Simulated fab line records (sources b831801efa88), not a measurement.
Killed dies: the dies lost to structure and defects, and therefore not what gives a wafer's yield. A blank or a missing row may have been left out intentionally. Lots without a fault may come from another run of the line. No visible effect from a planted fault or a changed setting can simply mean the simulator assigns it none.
fab line records | flow sky130 | part 2 of 2: steps 27 to 33 of 33
record lots=5 wafers=15 last-day=49
route steps=708 shown LOCAL_INTERCONNECT@393 CONTACT@406
lots with no fault: from the same line, run without faults
start-h: hours from the record's first day to the start of the lot's first wafer shown | wait-h: how many hours have passed since the lot's step before this one | " same as the row above | L1.1+2: several wafers, shown together as one row | - no value, or no start given | * or withheld: withheld | < > ~ a bound
route shown NAME@n: names a module that has steps shown in the file, with the first one's number in the route | usual: mean and standard deviation over wafers with no fault | same: alike in all rows | chamber/n: place in a boat | sites: each site's reading | _std_site: their standard deviation | _edge_site: the outer-site mean with the inner-site mean subtracted | radius-mm: for every site, how far away it sits from the centre of the wafer | mask NAME#n: copy n | behind: tool/chamber where the wafer was last shaped | hold: cause of the lot's hold/its duration in hours/its outcome | device: names the non-switching transistor (n, p or np) | end of line: at the end of the route, the tests of the same wafers | where a step has no rows: the recipe by itself | killed: the dies lost at the first sort to structure and to defects; this is not the yield of the wafer | map: a wafer's dies, marking killed ones x, the rest . and places with no die _
set.NAME: setting as actually run; set.NAME@STEP: the setting as run at that earlier step | model.NAME: the simulator's own value behind a step, which no gauge read
certain route steps with their lots: each step a table, each wafer a row
services: when a tool's chamber went out of use (start-h, in hours from the record's first day, below 0 if earlier), for how many hours, and the reason
## steps
# step SKY_CONTACT_DEVELOP_13
# recipe develop-time-s=60 resist=KrF-thick dev-temp-c=21
# usual resist-line-temp-C=22.99/0.097
# columns lot.wafer tool chamber start-h wait-h resist-line-temp-C
L087.4 litho-track-01 0 - - 23.19
L087.5 " 0 " " 23.04
L087.6 " 0 " " 23.21
L090.1 litho-track-04 0 - - 22.89
L090.2 " 0 " " 22.84
L090.4 " 0 " " 22.92
L092.1 litho-track-03 0 - - 23.11
L092.4 " 0 " " 22.92
L092.5 " 0 " " 22.96
L094.1 litho-track-01 0 - - 22.96
L094.5 " 0 " " 22.93
L094.6 " 0 " " 22.97
L095.2 litho-track-04 0 - - 22.97
L095.4 " 0 " " 22.92
L095.6 " 0 " " 23.04
# step SKY_CONTACT_CD_MEAS_14
# recipe target-cd-nm=170
# usual cd-nm=169.9/1.5
# columns lot.wafer tool chamber start-h wait-h cd-nm
L087.4 cd-sem-02 - 835.59 - 172.0
L087.5 " - " " 172.0
L087.6 " - " " 171.7
L090.1 cd-sem-02 - 855.62 - 170.8
L090.2 " - " " 171.0
L090.4 " - " " 171.7
L092.1 cd-sem-02 - 865.57 - 169.4
L092.4 " - " " 170.0
L092.5 " - " " 169.8
L094.1 cd-sem-01 - 877.18 - 167.7
L094.5 " - " " 168.0
L094.6 " - " " 167.1
L095.2 cd-sem-02 - 884.35 - 169.4
L095.4 " - " " 170.8
L095.6 " - " " 170.1
# step SKY_CONTACT_OVL_MEAS_15
# usual CONTACT_OVL=4/5.3
# columns lot.wafer tool chamber start-h wait-h CONTACT_OVL[nm]
L087.4 overlay-02 - 835.67 0.1 8
L087.5 " - " " 0
L087.6 " - " " 10
L090.1 overlay-02 - 855.74 0.1 12
L090.2 " - " " 6
L090.4 " - " " -1
L092.1 overlay-01 - 865.69 0.1 15
L092.4 " - " " 5
L092.5 " - " " 10
L094.1 overlay-02 - 877.30 0.1 3
L094.5 " - " " 6
L094.6 " - " " 14
L095.2 overlay-02 - 884.45 0.1 -2
L095.4 " - " " 1
L095.6 " - " " 1
# step SKY_CONTACT_ETCH_16
# recipe chemistry=N2/H2 target=BARC ion-energy-ev=200 source-w=500 bias-w=100 pressure-mtorr=30 n2-flow-sccm=100 h2-flow-sccm=200 stop-on=SiO2 time-s=45.9 target-depth-a=600
# usual chamber-pressure-mTorr=30.001/0.027 drypump-motor-current-A=5.8/0.38 oes-product-au=0.855/0.0049 throttle-valve-pct=13.225/0.008
# columns lot.wafer tool chamber start-h wait-h chamber-pressure-mTorr drypump-motor-current-A oes-product-au rf-hours-counter-h throttle-valve-pct
L087.4 rie-diel-02 2 835.69 0.0 30.020 5.8 0.863 6 13.241
L087.5 " 2 " " 29.948 5.8 0.854 - 13.225
L087.6 " 3 " " 30.007 6.0 0.851 - 13.231
L090.1 rie-diel-02 1 855.78 0.0 30.045 5.7 0.857 23 13.230
L090.2 " 3 " " 29.967 6.0 0.852 5 13.206
L090.4 " 2 " " 29.985 5.8 0.854 7 13.207
L092.1 rie-diel-03 3 865.72 0.0 30.007 6.0 0.861 4 13.231
L092.4 " 3 " " 29.993 6.0 0.846 - 13.220
L092.5 " 1 " " 30.004 6.3 0.852 - 13.225
L094.1 rie-diel-03 2 877.34 0.0 30.007 6.2 0.850 15 13.229
L094.5 " 3 " " 30.008 6.0 0.860 - 13.218
L094.6 " 0 " " 30.055 6.2 0.861 - 13.228
L095.2 rie-diel-03 2 884.48 0.0 30.008 6.3 0.853 15 13.224
L095.4 " 0 " " 29.993 6.2 0.849 1 13.226
L095.6 " 1 " " 30.007 6.4 0.848 - 13.229
# step SKY_CONTACT_ETCH_17
# recipe target=SiO2 chemistry=C4F8/O2/Ar stop-on=Si3N4 mask-material=KrF-thick source-w=1500 bias-w=1200 pressure-mtorr=40 c4f8-flow-sccm=withheld O2_flow_sccm=6 Ar_flow_sccm=300 time-s=withheld target-depth-a=3400
# usual chamber-pressure-mTorr=40.00/0.04 oes-product-au=0.891/0.0048
# columns lot.wafer tool chamber start-h wait-h chamber-pressure-mTorr oes-product-au
L087.4 rie-diel-02 2 835.73 0.0 40.03 0.896
L087.5 " 2 " " 39.95 0.886
L087.6 " 3 " " 39.98 0.897
L090.1 rie-diel-02 1 855.82 0.0 40.02 0.888
L090.2 " 3 " " 40.03 0.890
L090.4 " 2 " " 40.03 0.892
L092.1 rie-diel-03 3 865.76 0.0 39.98 0.894
L092.4 " 3 " " 39.93 0.888
L092.5 " 1 " " 40.00 0.894
L094.1 rie-diel-03 2 877.38 0.0 39.95 0.900
L094.5 " 3 " " 40.03 0.899
L094.6 " 0 " " 40.01 0.890
L095.2 rie-diel-03 2 884.52 0.0 40.01 0.893
L095.4 " 0 " " 39.98 0.884
L095.6 " 1 " " 40.00 0.887
# step SKY_CONTACT_ETCH_18
# recipe target=Si3N4 chemistry=CHF3/O2 stop-on=TiN source-w=600 bias-w=200 pressure-mtorr=40 chf3-flow-sccm=50 O2_flow_sccm=5 time-s=39 target-depth-a=750
# usual chamber-pressure-mTorr=39.99/0.039 drypump-motor-current-A=5.8/0.38 oes-product-au=0.853/0.0093 throttle-valve-pct=8.793/0.0093
# columns lot.wafer tool chamber start-h wait-h chamber-pressure-mTorr drypump-motor-current-A oes-product-au rf-hours-counter-h throttle-valve-pct
L087.4 rie-diel-02 2 - - 39.95 5.8 0.864 6 8.797
L087.5 " 2 " " 40.03 5.8 0.865 - 8.791
L087.6 " 3 " " 40.00 6.0 0.855 - 8.793
L090.1 rie-diel-02 1 - - 40.04 5.7 0.846 23 8.787
L090.2 " 3 " " 40.03 6.0 0.862 5 8.795
L090.4 " 2 " " 39.93 5.8 0.869 7 8.801
L092.1 rie-diel-03 3 - - 39.93 6.0 0.849 4 8.788
L092.4 " 3 " " 40.04 6.0 0.865 - 8.797
L092.5 " 1 " " 39.94 6.3 0.862 - 8.779
L094.1 rie-diel-03 2 - - 39.95 6.2 0.856 15 8.807
L094.5 " 3 " " 39.96 5.9 0.863 - 8.797
L094.6 " 0 " " 39.95 6.2 0.844 - 8.795
L095.2 rie-diel-03 2 - - 39.99 6.2 0.846 15 8.809
L095.4 " 0 " " 40.00 6.2 0.860 1 8.790
L095.6 " 1 " " 40.04 6.3 0.850 - 8.791
# step SKY_CONTACT_STRIP_19
# recipe chemistry=O2/N2 power-w=1400 pressure-mtorr=1500 platen-temp-c=withheld o2-flow-sccm=3000 n2-flow-sccm=300 overash-fraction=0.5
# usual chamber-pressure-mTorr=1499.9/1.5 drypump-motor-current-A=5.6/0.6 oes-product-au=0.381/0.005 strip-time-to-endpoint-s=3.62/0.043
# columns lot.wafer tool chamber start-h wait-h chamber-pressure-mTorr drypump-motor-current-A oes-product-au rf-hours-counter-h strip-time-to-endpoint-s
L087.4 plasma-asher-02 1 835.85 - 1500.7 5.2 0.387 - 3.64
L087.5 " 0 " " 1500.1 6.2 0.384 - 3.62
L087.6 " 1 " " 1502.5 5.2 0.381 - 3.71
L090.1 plasma-asher-04 1 855.91 - 1498.7 4.7 0.380 12 3.65
L090.2 " 0 " " 1498.4 6.5 0.373 12 3.70
L090.4 " 1 " " 1499.1 4.7 0.389 - 3.64
L092.1 plasma-asher-03 0 865.85 - 1500.9 5.8 0.382 104 3.59
L092.4 " 0 " " 1499.4 5.8 0.378 - 3.61
L092.5 " 0 " " 1499.3 5.8 0.384 - 3.65
L094.1 plasma-asher-02 0 877.47 - 1502.3 6.2 0.379 45 3.62
L094.5 " 0 " " 1498.7 6.2 0.384 - 3.59
L094.6 " 1 " " 1501.3 5.2 0.384 - 3.65
L095.2 plasma-asher-04 0 884.61 - 1499.2 6.5 0.381 15 3.64
L095.4 " 0 " " 1499.2 6.5 0.387 - 3.62
L095.6 " 1 " " 1496.9 4.7 0.389 - 3.62
## services
# columns tool chamber start-h hours kind
krf-scanner-02 - 773.31 1.3 pm
cmp-01 - 781.66 5.1 pm
hdpcvd-01 1 782.89 8.8 repair
plasma-asher-04 - 784.45 4.2 repair
cmp-01 - 788.21 1.5 repair
plasma-asher-01 - 794.23 10.0 pm
rie-metal-02 1 800.66 10.9 repair
rie-diel-03 2 802.65 51.1 repair
cmp-02 - 809.67 6.1 repair
krf-scanner-01 - 811.47 0.8 pm
cmp-02 - 821.56 0.5 repair
krf-scanner-01 - 824.72 1.3 pm
krf-scanner-02 - 826.02 1.0 pm
plasma-asher-01 - 827.18 2.3 repair
wet-bench-02 - 827.25 2.2 repair
krf-scanner-02 - 836.92 3.6 pm
rie-diel-02 3 848.95 6.5 repair
cmp-02 - 848.98 3.1 repair
cmp-02 - 852.05 6.3 pm
rie-metal-01 1 852.15 1.1 repair
wet-bench-04 - 852.36 6.3 repair
krf-scanner-01 - 866.72 1.0 pm
krf-scanner-02 - 876.39 0.8 pm
pecvd-03 - 883.81 2.4 repair
